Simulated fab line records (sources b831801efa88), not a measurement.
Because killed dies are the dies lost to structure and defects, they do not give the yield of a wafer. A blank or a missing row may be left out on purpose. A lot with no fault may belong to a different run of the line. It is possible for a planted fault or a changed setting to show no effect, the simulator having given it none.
fab line records ; flow sky130 ; part 2 of 2: steps 33 to 44 of 44
record: lots: 5; wafers: 15; last-day: 50
route steps=708 shown VT_ADJUST_LVTN@107 VT_ADJUST_NCORE@119 VT_ADJUST_HVTR@131 VT_ADJUST_PCH@143
lots that met no fault: taken from a fault-free run of the same line
start-h: the number of hours between the record's first day and the start of the first shown wafer of the lot ; wait-h: hours since the lot's step before ; " repeats the value in the row above ; L1.1+2: one row covering several wafers at once ; - value missing, or start not given ; * or withheld: withheld ; < > ~ a bound
route shown NAME@n: NAME is a module with steps in the file, n the number in the route of the first one ; usual: average and standard deviation across the fault-free wafers ; same: alike in all rows ; chamber/n: place in a boat ; sites: readings site by site ; _std_site: standard deviation of those values ; _edge_site: inner sites' mean taken away from outer sites' mean ; radius-mm: for every site, how far away it sits from the centre of the wafer ; mask NAME#n: copy n ; behind: the tool/chamber that last shaped the wafer ; hold: cause of the lot's hold/its duration in hours/its outcome ; device: transistor that didn't switch, given as n, p or np ; end of line: tests of these same wafers at the route's end ; step lacking rows: just its recipe ; killed: the dies lost at the first sort to structure and to defects; this is not the yield of the wafer ; map: a wafer's dies, marking killed ones x, the rest . and places with no die _
set.NAME: the setting the step ran with; set.NAME@STEP: the setting that earlier step ran with ; model.NAME: the simulator's own value behind a step, which no gauge read
certain route steps with their lots: each step a table, each wafer a row
services: from which hour (start-h, from the record's first day; less than 0 if before it) a tool's chamber was out of use, for how many hours, and why
== steps ==
step: SKY_VT_ADJUST_HVTR_OVL_MEAS_08
usual: VT_ADJUST_HVTR_OVL: 0.8/1.3
lot.wafer;tool;chamber;start-h;wait-h;VT_ADJUST_HVTR_OVL[nm]
L081.2;overlay-02;-;255.47;0.1;-0.1
L081.4;overlay-02;-;255.47;0.1;-0.9
L081.5;overlay-02;-;255.47;0.1;-1.4
L084.2;overlay-01;-;273.88;0.1;-0.4
L084.3;overlay-01;-;273.88;0.1;-0.2
L084.6;overlay-01;-;273.88;0.1;0.7
L087.1;overlay-02;-;305.82;0.1;2.2
L087.3;overlay-02;-;305.82;0.1;0.7
L087.5;overlay-02;-;305.82;0.1;1.3
L091.1;overlay-02;-;330.63;0.1;3.1
L091.2;overlay-02;-;330.63;0.1;0.7
L091.4;overlay-02;-;330.63;0.1;1.9
L096.3;overlay-02;-;366.04;0.1;2.8
L096.5;overlay-02;-;366.04;0.1;2.0
L096.6;overlay-02;-;366.04;0.1;2.3
step: SKY_VT_ADJUST_HVTR_IMPLANT_09
recipe: species: B; energy-kev: 10; dose-cm2: 2.1e+12; tilt-deg: withheld
usual: beam-energy-keV: 10.000/0.0029; beam-on-s: 9.98/0.2; faraday-current-uA: 11.87/0.23
lot.wafer;tool;chamber;start-h;wait-h;beam-energy-keV;beam-on-s;faraday-current-uA
L081.2;implanter-01;0;255.53;0.0;10.004;10.17;11.68
L081.4;implanter-01;0;255.53;0.0;10.004;9.85;12.00
L081.5;implanter-01;0;255.53;0.0;10.001;9.94;11.91
L084.2;implanter-02;0;273.93;0.0;10.003;9.94;11.91
L084.3;implanter-02;0;273.93;0.0;10.002;9.98;11.85
L084.6;implanter-02;0;273.93;0.0;9.9989;10.17;11.66
L087.1;implanter-03;0;305.85;0.0;10.001;10.10;11.76
L087.3;implanter-03;0;305.85;0.0;9.9977;10.05;11.82
L087.5;implanter-03;0;305.85;0.0;10.001;10.25;11.53
L091.1;implanter-03;0;330.67;0.0;10.003;9.95;11.92
L091.2;implanter-03;0;330.67;0.0;9.9989;9.78;12.11
L091.4;implanter-03;0;330.67;0.0;9.9996;9.96;11.92
L096.3;implanter-02;0;366.12;0.1;9.9946;10.19;11.59
L096.5;implanter-02;0;366.12;0.1;9.9950;9.98;11.86
L096.6;implanter-02;0;366.12;0.1;9.9975;9.87;11.97
step: SKY_VT_ADJUST_HVTR_STRIP_10
recipe: chemistry: O2/N2; power-w: 1400; pressure-mtorr: 1500; platen-temp-c: withheld; o2-flow-sccm: 3000; n2-flow-sccm: 300; overash-fraction: 0.5
usual: drypump-motor-current-A: 6.0/0.43; oes-product-au: 0.715/0.0044; strip-time-to-endpoint-s: 14.20/0.04
lot.wafer;tool;chamber;start-h;wait-h;drypump-motor-current-A;oes-product-au;rf-hours-counter-h;strip-time-to-endpoint-s
L081.2;plasma-asher-04;0;255.65;0.1;5.4;0.712;42;14.17
L081.4;plasma-asher-04;1;255.65;0.1;6.3;0.723;-;14.19
L081.5;plasma-asher-04;0;255.65;0.1;5.4;0.715;-;14.21
L084.2;plasma-asher-03;1;274.06;0.1;6.1;0.720;56;14.27
L084.3;plasma-asher-03;0;274.06;0.1;5.5;0.713;-;14.18
L084.6;plasma-asher-03;0;274.06;0.1;5.5;0.711;-;14.20
L087.1;plasma-asher-01;1;306.00;0.1;5.9;0.715;19;14.17
L087.3;plasma-asher-01;0;306.00;0.1;6.7;0.714;-;14.16
L087.5;plasma-asher-01;0;306.00;0.1;6.7;0.718;-;14.17
L091.1;plasma-asher-04;1;330.82;0.1;6.3;0.718;49;14.15
L091.2;plasma-asher-04;0;330.82;0.1;5.4;0.718;49;14.14
L091.4;plasma-asher-04;1;330.82;0.1;6.4;0.713;-;14.19
L096.3;plasma-asher-03;1;366.25;0.1;6.1;0.718;-;14.23
L096.5;plasma-asher-03;1;366.25;0.1;6.1;0.713;-;14.22
L096.6;plasma-asher-03;0;366.25;0.1;5.5;0.710;-;14.27
step: SKY_VT_ADJUST_HVTR_TW_MEAS_11
usual: VT_ADJUST_HVTR_TW: 212.3/1.3
lot.wafer;tool;chamber;start-h;wait-h;VT_ADJUST_HVTR_TW
L081.2;film-metro-03;-;255.76;0.1;214.8
L081.4;film-metro-03;-;255.76;0.1;213.7
L081.5;film-metro-03;-;255.76;0.1;213.1
L084.2;film-metro-02;-;274.17;0.1;212.4
L084.3;film-metro-02;-;274.17;0.1;211.5
L084.6;film-metro-02;-;274.17;0.1;213.2
L087.1;film-metro-04;-;306.10;0.1;211.3
L087.3;film-metro-04;-;306.10;0.1;210.6
L087.5;film-metro-04;-;306.10;0.1;212.1
L091.1;film-metro-02;-;330.92;0.1;214.8
L091.2;film-metro-02;-;330.92;0.1;214.1
L091.4;film-metro-02;-;330.92;0.1;213.2
L096.3;film-metro-03;-;366.34;0.1;213.0
L096.5;film-metro-03;-;366.34;0.1;213.7
L096.6;film-metro-03;-;366.34;0.1;213.1
step: SKY_VT_ADJUST_PCH_DEHYDRATE_00
recipe: temp-c: 200; time-s: 60
lot.wafer;tool;chamber;start-h;wait-h
L081.2+4+5;litho-track-04;0;267.62;11.8
L084.2+3+6;litho-track-04;0;285.62;11.4
L087.1+3+5;litho-track-02;0;318.46;12.4
L091.1+2+4;litho-track-01;0;343.45;12.5
L096.3+5+6;litho-track-04;0;379.55;13.2
step: SKY_VT_ADJUST_PCH_HMDS_01
recipe: prime-time-s: 60; prime-temp-c: 120
usual: prime-temp-c: 120.03/0.14
lot.wafer;tool;chamber;start-h;wait-h;prime-temp-c
L081.2;litho-track-04;0;267.77;0.1;120.01
L081.4;litho-track-04;0;267.77;0.1;120.12
L081.5;litho-track-04;0;267.77;0.1;120.03
L084.2;litho-track-04;0;285.77;0.1;119.96
L084.3;litho-track-04;0;285.77;0.1;119.83
L084.6;litho-track-04;0;285.77;0.1;119.66
L087.1;litho-track-02;0;318.61;0.1;120.02
L087.3;litho-track-02;0;318.61;0.1;120.00
L087.5;litho-track-02;0;318.61;0.1;120.02
L091.1;litho-track-01;0;343.60;0.1;120.03
L091.2;litho-track-01;0;343.60;0.1;119.87
L091.4;litho-track-01;0;343.60;0.1;120.03
L096.3;litho-track-04;0;379.70;0.1;120.09
L096.5;litho-track-04;0;379.70;0.1;120.06
L096.6;litho-track-04;0;379.70;0.1;120.05
step: SKY_VT_ADJUST_PCH_COAT_02
recipe: spin-rpm: 2000; resist-thk-nm: 3000
lot.wafer;tool;chamber;start-h;wait-h
L081.2+4+5;litho-track-04;0;267.92;0.1
L084.2+3+6;litho-track-04;0;285.92;0.1
L087.1+3+5;litho-track-02;0;318.76;0.1
L091.1+2+4;litho-track-01;0;343.75;0.1
L096.3+5+6;litho-track-04;0;379.85;0.1
step: SKY_VT_ADJUST_PCH_SOFTBAKE_03
recipe: temp-c: 110; time-s: withheld
lot.wafer;tool;chamber;start-h;wait-h
L081.2+4+5;litho-track-04;0;268.08;0.1
L084.2+3+6;litho-track-04;0;286.08;0.1
L087.1+3+5;litho-track-02;0;318.91;0.1
L091.1+2+4;litho-track-01;0;343.90;0.1
L096.3+5+6;litho-track-04;0;380.01;0.1
step: SKY_VT_ADJUST_PCH_EXPOSE_04
recipe: mask-id: NWM; na: 0.6; source-shape: conventional; sigma-outer: 0.6; polarization: unpolarized; target-cd-nm: 840; dose-mj: 255
lot.wafer;tool;chamber;start-h;wait-h;mask
L081.2+4+5;iline-stepper-02;0;-;-;NWM#0
L084.2+3+6;iline-stepper-02;0;-;-;NWM#0
L087.1+3+5;iline-stepper-02;0;-;-;NWM#0
L091.1+2+4;iline-stepper-01;0;-;-;NWM#0
L096.3+5+6;iline-stepper-02;0;-;-;NWM#0
step: SKY_VT_ADJUST_PCH_PEB_05
recipe: temp-c: 115; time-s: withheld
lot.wafer;tool;chamber;start-h;wait-h
L081.2+4+5;litho-track-01;0;-;-
L084.2+3+6;litho-track-04;0;-;-
L087.1+3+5;litho-track-02;0;-;-
L091.1+2+4;litho-track-04;0;-;-
L096.3+5+6;litho-track-02;0;-;-
step: SKY_VT_ADJUST_PCH_DEVELOP_06
recipe: wall-angle-deg: 90; developer: TMAH; develop-time-s: 60; dev-temp-c: 23
lot.wafer;tool;chamber;start-h;wait-h
L081.2+4+5;litho-track-01;0;-;-
L084.2+3+6;litho-track-04;0;-;-
L087.1+3+5;litho-track-02;0;-;-
L091.1+2+4;litho-track-04;0;-;-
L096.3+5+6;litho-track-02;0;-;-
step: SKY_VT_ADJUST_PCH_OVL_MEAS_07
usual: VT_ADJUST_PCH_OVL: 0.0/1.4
lot.wafer;tool;chamber;start-h;wait-h;VT_ADJUST_PCH_OVL[nm]
L081.2;overlay-01;-;280.25;-;-1.0
L081.4;overlay-01;-;280.25;-;-1.3
L081.5;overlay-01;-;280.25;-;-2.9
L084.2;overlay-01;-;298.80;-;-0.1
L084.3;overlay-01;-;298.80;-;0.0
L084.6;overlay-01;-;298.80;-;-0.7
L087.1;overlay-02;-;331.96;-;-0.9
L087.3;overlay-02;-;331.96;-;-1.4
L087.5;overlay-02;-;331.96;-;-1.2
L091.1;overlay-02;-;357.90;-;1.3
L091.2;overlay-02;-;357.90;-;3.2
L091.4;overlay-02;-;357.90;-;1.6
L096.3;overlay-02;-;393.17;-;0.6
L096.5;overlay-02;-;393.17;-;0.6
L096.6;overlay-02;-;393.17;-;0.4
== services ==
tool;chamber;start-h;hours;kind
implanter-03;-;176.61;5.1;repair
implanter-03;-;177.82;2.4;repair
implanter-02;-;189.89;3.6;repair
iline-stepper-02;-;213.90;2.1;pm
implanter-04;-;218.75;2.1;repair
implanter-02;-;229.61;4.1;repair
implanter-04;-;236.57;2.7;repair
iline-stepper-02;-;253.31;1.7;pm
plasma-asher-02;-;273.61;2.2;repair
implanter-03;-;273.84;3.7;pm
iline-stepper-01;-;284.71;2.1;pm
iline-stepper-02;-;287.83;6.6;repair
implanter-01;-;293.58;3.6;pm
plasma-asher-03;-;305.50;14.6;pm
plasma-asher-04;-;317.96;2.8;pm
implanter-01;-;330.44;13.6;repair
plasma-asher-03;-;334.40;0.4;repair
implanter-01;-;362.46;4.9;repair
plasma-asher-04;-;365.03;6.2;repair
implanter-02;-;366.97;2.1;repair
plasma-asher-01;-;368.21;1.4;repair
iline-stepper-01;-;373.20;8.9;pm
plasma-asher-03;-;374.07;1.3;repair
implanter-01;-;380.61;0.7;repair
